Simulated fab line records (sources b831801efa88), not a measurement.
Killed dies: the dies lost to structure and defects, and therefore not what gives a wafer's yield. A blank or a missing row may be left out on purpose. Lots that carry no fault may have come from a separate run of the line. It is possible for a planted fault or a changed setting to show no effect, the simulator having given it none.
A single fault, viewed from 2 desks	flow sfqLine	numbers are kept per desk, each desk with only its own; the story behind them comes last

METROLOGY DESK
What the gauges read for every lot (on any tool): the sampled wafers with a number, averaged. A lot is out of limits, marked OUT, if its mean lies more than 4 standard deviations from the usual mean; the brackets give that distance.
Columns: A = L0V_OVL at SFQ_L0V_OVL_MEAS_903, usual -2 nm
lot	first seen here	A
L483	day 5 02:52	-8
L485	day 5 10:04	-10
L487	day 5 22:05	-3
L488	day 6 00:28	-12
L490	day 6 17:16	-3
L491	day 6 18:28	2
L492	day 9 20:40	4
L493	day 10 05:04	2
L494	day 10 09:52	-3
L499	day 11 21:02	1
L502	day 12 16:14	9
L503	day 13 04:14	3
L505	day 13 16:14	-6
L506	day 13 19:50	-9
Finding of this desk: none of the 14 lots has anything out of limits.

TOOL OWNER'S DESK, rieMetal-01
The tool's own readings at SFQ_TRILAYER_I1_VIA_STRIP_STRIP_053 (strips in O2): means of the sampled wafers that have a number, for each lot that ran on this tool. A lot is out of limits, marked OUT, if its mean lies more than 4 standard deviations from the usual mean; the brackets give that distance.
Columns: A = chamberPressureMTorr at SFQ_TRILAYER_I1_VIA_STRIP_STRIP_053, usual 50.00 mTorr; B = drypumpMotorCurrentA at SFQ_TRILAYER_I1_VIA_STRIP_STRIP_053, usual 5.9 A; C = heBacksideLeakSccm at SFQ_TRILAYER_I1_VIA_STRIP_STRIP_053, usual 3.4 sccm; D = oesProductAu at SFQ_TRILAYER_I1_VIA_STRIP_STRIP_053, usual 0.999 a.u.
lot	first seen here	A	B	C	D
L485	day 25 04:23	50.04	6.3	3.3	1.000
L488	day 27 03:09	49.94	6.3	3.1	0.991
L490	day 27 22:21	50.03	6.1	3.3	0.994
L491	day 28 00:57	53.35 (+75) OUT	6.2	3.2	0.993
L494	day 28 21:35	56.65 (+99 or more) OUT	6.2	3.3	0.995
L503	day 33 01:35	50.01	6.3	3.3	0.999
This desk's verdict: out of limits on L491, L494, starting with L491 at day 28 00:57 (chamberPressureMTorr at SFQ_TRILAYER_I1_VIA_STRIP_STRIP_053). L485, L488, L490, L503 stayed within limits.

TAKEN TOGETHER
At day 28 00:57, on L491, L494, the tool owner's desk was in a position to raise an alarm.
Nothing out of limits was seen by the metrology desk.
The metrology desk has L491, L494 on record, within its limits.
Every lot named ran SFQ_TRILAYER_I1_VIA_STRIP_STRIP_053 on rieMetal-01.

WHAT THE SIMULATOR HAD PUT IN
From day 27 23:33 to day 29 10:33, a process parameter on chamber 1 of rieMetal-01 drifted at SFQ_TRILAYER_I1_VIA_STRIP_STRIP_053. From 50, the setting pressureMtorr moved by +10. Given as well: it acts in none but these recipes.
Struck lots among those shown: L491, L494.
How many hours passed from the start of the fault until each desk's first out-of-limits reading: the tool owner's desk, 1.
